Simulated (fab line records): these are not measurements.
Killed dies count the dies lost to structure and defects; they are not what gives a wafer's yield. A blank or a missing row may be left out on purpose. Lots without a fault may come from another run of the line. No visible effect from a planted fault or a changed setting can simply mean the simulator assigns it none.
Check for tools in common :: flow gf180mcu :: 12 lots and 36 wafers in the sample

## WHY THIS WAS OPENED
At GF_M2_CD_MEAS_14 the reading cd nm is flagged on 2 of 12 lots. Fault-free wafers read 280.0 nm, with a standard deviation of 1.3.
Rule: a lot is flagged in two cases, either no wafer of it has a number, or all its wafers with numbers fall more than 4 standard deviations from that mean. All remaining lots are regarded as sound.

lot: L547
measured: day 19 07:53
on: cd sem-02
cd nm (nm), wafer by wafer: 278.4 278.6 278.1
flag: 

lot: L548
measured: day 19 15:26
on: cd sem-01
cd nm (nm), wafer by wafer: 281.7 281.8 282.6
flag: 

lot: L550
measured: day 20 16:18
on: cd sem-01
cd nm (nm), wafer by wafer: 279.0 278.8 279.1
flag: 

lot: L551
measured: day 20 22:05
on: cd sem-02
cd nm (nm), wafer by wafer: 280.7 281.2 280.2
flag: 

lot: L552
measured: day 21 05:38
on: cd sem-01
cd nm (nm), wafer by wafer: 279.4 281.5 279.2
flag: 

lot: L554
measured: day 22 00:47
on: cd sem-02
cd nm (nm), wafer by wafer: 279.4 278.3 279.4
flag: 

lot: L557
measured: day 23 04:44
on: cd sem-02
cd nm (nm), wafer by wafer: 282.1 282.0 281.7
flag: 

lot: L564
measured: day 25 10:31
on: cd sem-01
cd nm (nm), wafer by wafer: 266.6 266.8 265.9
flag: FLAGGED

lot: L565
measured: day 25 17:30
on: cd sem-01
cd nm (nm), wafer by wafer: 268.3 267.8 267.7
flag: FLAGGED

lot: L567
measured: day 26 10:18
on: cd sem-02
cd nm (nm), wafer by wafer: 276.9 279.0 278.1
flag: 

lot: L568
measured: day 26 20:47
on: cd sem-02
cd nm (nm), wafer by wafer: 278.6 277.5 277.8
flag: 

lot: L569
measured: day 26 21:31
on: cd sem-02
cd nm (nm), wafer by wafer: 280.8 279.8 281.0
flag: 
The mean of the flagged lots' numbers is 267.2 nm, -12.8 nm from the usual (-10 standard deviations).

## WHICH TOOL EACH LOT WENT THROUGH
The record holds 3 process steps before the reading, out of a route of 602 steps. Every cell lists first the tool, next ch and the chambers used by the sampled wafers, and last the start.
lot: L547
flag: 
GF_V1_STRIP_18: plasma asher-04 ch 0,1, day 18 06:37
GF_V1_CMP_26: cmp-01 ch 0,2,3, day 18 07:33
GF_M2_EXPOSE_11: krf scanner-02 ch 0, day 18 20:08

lot: L548
flag: 
GF_V1_STRIP_18: plasma asher-01 ch 0,1, day 18 13:07
GF_V1_CMP_26: cmp-02 ch 0,1,3, day 18 14:03
GF_M2_EXPOSE_11: krf scanner-01 ch 0, day 19 03:01

lot: L550
flag: 
GF_V1_STRIP_18: plasma asher-01 ch 0,1, day 19 14:28
GF_V1_CMP_26: cmp-01 ch 0,2,3, day 19 15:30
GF_M2_EXPOSE_11: krf scanner-01 ch 0, day 20 04:14

lot: L551
flag: 
GF_V1_STRIP_18: plasma asher-01 ch 0,1, day 19 20:34
GF_V1_CMP_26: cmp-01 ch 1,2,3, day 19 21:32
GF_M2_EXPOSE_11: krf scanner-02 ch 0, day 20 10:01

lot: L552
flag: 
GF_V1_STRIP_18: plasma asher-01 ch 0,1, day 20 04:55
GF_V1_CMP_26: cmp-01 ch 0,2,3, day 20 05:54
GF_M2_EXPOSE_11: krf scanner-02 ch 0, day 20 18:08

lot: L554
flag: 
GF_V1_STRIP_18: plasma asher-01 ch 0,1, day 20 23:26
GF_V1_CMP_26: cmp-02 ch 1,2, day 21 00:23
GF_M2_EXPOSE_11: krf scanner-02 ch 0, day 21 12:44

lot: L557
flag: 
GF_V1_STRIP_18: plasma asher-04 ch 1, day 22 04:25
GF_V1_CMP_26: cmp-01 ch 0,2,3, day 22 05:24
GF_M2_EXPOSE_11: krf scanner-02 ch 0, day 22 17:13

lot: L564
flag: FLAGGED
GF_V1_STRIP_18: plasma asher-01 ch 1, day 24 11:34
GF_V1_CMP_26: cmp-01 ch 0,1,3, day 24 12:32
GF_M2_EXPOSE_11: krf scanner-02 ch 0, day 25 00:05

lot: L565
flag: FLAGGED
GF_V1_STRIP_18: plasma asher-04 ch 0,1, day 24 15:52
GF_V1_CMP_26: cmp-01 ch 1,2,3, day 24 19:29
GF_M2_EXPOSE_11: krf scanner-02 ch 0, day 25 06:17

lot: L567
flag: 
GF_V1_STRIP_18: plasma asher-04 ch 0,1, day 25 11:58
GF_V1_CMP_26: cmp-01 ch 1,2,3, day 25 12:55
GF_M2_EXPOSE_11: krf scanner-01 ch 0, day 26 00:10

lot: L568
flag: 
GF_V1_STRIP_18: plasma asher-04 ch 0,1, day 25 22:28
GF_V1_CMP_26: cmp-01 ch 0,1,2, day 25 23:35
GF_M2_EXPOSE_11: krf scanner-01 ch 0, day 26 10:23

lot: L569
flag: 
GF_V1_STRIP_18: plasma asher-02 ch 0,1, day 25 23:54
GF_V1_CMP_26: cmp-02 ch 0,2,3, day 26 00:54
GF_M2_EXPOSE_11: krf scanner-01 ch 0, day 26 11:40
These steps, and what they do:
- GF_V1_STRIP_18: strips in O2/N2.
- GF_V1_CMP_26: polishes, stops on SiO2, t overpolish 15 s, target thk 0 nm.
- GF_M2_EXPOSE_11: exposes mask Metal2, target cd 280 nm.
- GF_M2_CD_MEAS_14: target cd 280 nm.

## FLAGGED OVER TOTAL, TOOL BY TOOL (the gauges that took the reading come last)
step: GF_V1_STRIP_18
tool: plasma asher-01
lots run: 6
flagged: 1
share of the flagged lots: some
sound lots run after its first flagged lot: 0

step: GF_V1_STRIP_18
tool: plasma asher-02
lots run: 1
flagged: 0
share of the flagged lots: none
sound lots run after its first flagged lot: -

step: GF_V1_STRIP_18
tool: plasma asher-04
lots run: 5
flagged: 1
share of the flagged lots: some
sound lots run after its first flagged lot: 2 (L567,L568)

step: GF_V1_CMP_26
tool: cmp-01
lots run: 9
flagged: 2
share of the flagged lots: all
sound lots run after its first flagged lot: 2 (L567,L568)

step: GF_V1_CMP_26
tool: cmp-02
lots run: 3
flagged: 0
share of the flagged lots: none
sound lots run after its first flagged lot: -

step: GF_M2_EXPOSE_11
tool: krf scanner-01
lots run: 5
flagged: 0
share of the flagged lots: none
sound lots run after its first flagged lot: -

step: GF_M2_EXPOSE_11
tool: krf scanner-02
lots run: 7
flagged: 2
share of the flagged lots: all
sound lots run after its first flagged lot: 0

step: GF_M2_CD_MEAS_14
tool: cd sem-01
lots run: 5
flagged: 2
share of the flagged lots: all
sound lots run after its first flagged lot: 0

step: GF_M2_CD_MEAS_14
tool: cd sem-02
lots run: 7
flagged: 0
share of the flagged lots: none
sound lots run after its first flagged lot: -

## WHAT IS ALLOWED BY THE TABLE
In the table, 3 rows ran each flagged lot (cmp-01 at GF_V1_CMP_26; krf scanner-02 at GF_M2_EXPOSE_11; cd sem-01 at GF_M2_CD_MEAS_14).
- cmp-01 at GF_V1_CMP_26: 2 of its 9 lots flagged. Lots that were sound ran on it after the first flagged one (L567, L568); a persistent fault on the entire tool would not allow that.
- krf scanner-02 at GF_M2_EXPOSE_11: 2 of its 7 lots flagged. A fault beginning between L557 (day 22 17:13), its last sound lot, and L564 (day 25 00:05), its first flagged one, fits the data. Its own readings (exposure dose mJ cm2) fall more than 4 standard deviations out on all wafers of the flagged lots.
- cd sem-01 at GF_M2_CD_MEAS_14: 2 of its 5 lots flagged. A fault beginning between L552 (day 21 05:38), its last sound lot, and L564 (day 25 10:31), its first flagged one, fits the data.
These 2 tools cannot be told apart by counting lots, since each of them fits a fault that started at some hour. More lots, or a look at what each step does to the wafer, might.

## WHAT THE SIMULATOR HAD PUT IN
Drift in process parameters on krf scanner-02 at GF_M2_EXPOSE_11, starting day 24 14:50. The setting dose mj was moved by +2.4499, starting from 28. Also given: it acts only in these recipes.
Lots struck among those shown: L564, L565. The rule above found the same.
